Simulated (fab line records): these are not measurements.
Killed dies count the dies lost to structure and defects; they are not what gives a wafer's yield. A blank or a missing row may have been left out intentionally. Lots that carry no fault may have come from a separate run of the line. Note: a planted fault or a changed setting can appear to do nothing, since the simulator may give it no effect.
Which tool was responsible? / flow gf180mcu / 18 wafers from 6 lots sampled at 3 of the route's 602 steps

WHAT THE GAUGES SHOWED, per wafer
GF_HV_LDD_TW_MEAS_50.
lot=L503; measured=day 12 22:59; on=film_metro-01; HV_LDD_4_TW=559 558 557
lot=L506; measured=day 13 20:18; on=film_metro-04; HV_LDD_4_TW=563 568 563
lot=L512; measured=day 15 17:59; on=film_metro-01; HV_LDD_4_TW=431 431 430
lot=L519; measured=day 18 02:53; on=film_metro-04; HV_LDD_4_TW=559 559 557
lot=L521; measured=day 19 04:05; on=film_metro-04; HV_LDD_4_TW=562 558 561
lot=L524; measured=day 19 23:14; on=film_metro-01; HV_LDD_4_TW=560 558 558

WHICH TOOL RAN EACH LOT (tool, then ch and the chambers of the sampled wafers, then the start)
lot=L503; GF_HV_LDD_STRIP_22=plasma_asher-01 ch 0,1, day 11 01:41; GF_HV_LDD_IMPLANT_48=implanter-01 ch 0, day 12 22:44
lot=L506; GF_HV_LDD_STRIP_22=plasma_asher-01 ch 0,1, day 11 22:35; GF_HV_LDD_IMPLANT_48=implanter-01 ch 0, day 13 20:05
lot=L512; GF_HV_LDD_STRIP_22=plasma_asher-01 ch 0,1, day 13 22:44; GF_HV_LDD_IMPLANT_48=implanter-03 ch 0, day 15 17:44
lot=L519; GF_HV_LDD_STRIP_22=plasma_asher-02 ch 0,1, day 16 03:50; GF_HV_LDD_IMPLANT_48=implanter-01 ch 0, day 18 02:40
lot=L521; GF_HV_LDD_STRIP_22=plasma_asher-01 ch 0,1, day 17 04:20; GF_HV_LDD_IMPLANT_48=implanter-01 ch 0, day 19 03:50
lot=L524; GF_HV_LDD_STRIP_22=plasma_asher-02 ch 0,1, day 17 21:14; GF_HV_LDD_IMPLANT_48=implanter-02 ch 0, day 19 22:59
- GF_HV_LDD_STRIP_22: strips in O2/N2.
- GF_HV_LDD_IMPLANT_48

THE ANSWER, worked out from the rows above alone
Rule: usual is defined by the lots themselves. Put in order of their means at a reading, lots are off if they are a third of the lots or fewer, leave a main group of 4 or more, and stand apart from it by a gap of 3 or more times the standard deviation of the main group's means; of several such gaps the widest counts. If all means in a main group match to the digits the tables above print for the reading, that group is not used. A lot without any number at a reading at which 4 lots or more have one is off too. Any other lot the step has rows for is counted as sound.
Off: L512, at GF_HV_LDD_TW_MEAS_50 (HV_LDD_4_TW). The main group has a mean of 560 with a standard deviation of 2.5.
If a tool, at a process step before that reading, ran all the lots that are off and no sound lot after the first of them, it fits. Those tools and the gauges at GF_HV_LDD_TW_MEAS_50 are tried in the same way. One candidate fits, namely implanter-03 at GF_HV_LDD_IMPLANT_48. It ran no sound lot before its first lot that is off in this sample, so the start can't be narrowed down.

WHAT HAD BEEN PUT IN BY THE SIMULATOR
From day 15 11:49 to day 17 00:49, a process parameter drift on implanter-03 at GF_HV_LDD_IMPLANT_48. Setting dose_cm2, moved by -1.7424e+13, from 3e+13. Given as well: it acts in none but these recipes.
Shown lots that were struck: L512. The rule given above showed the same thing.
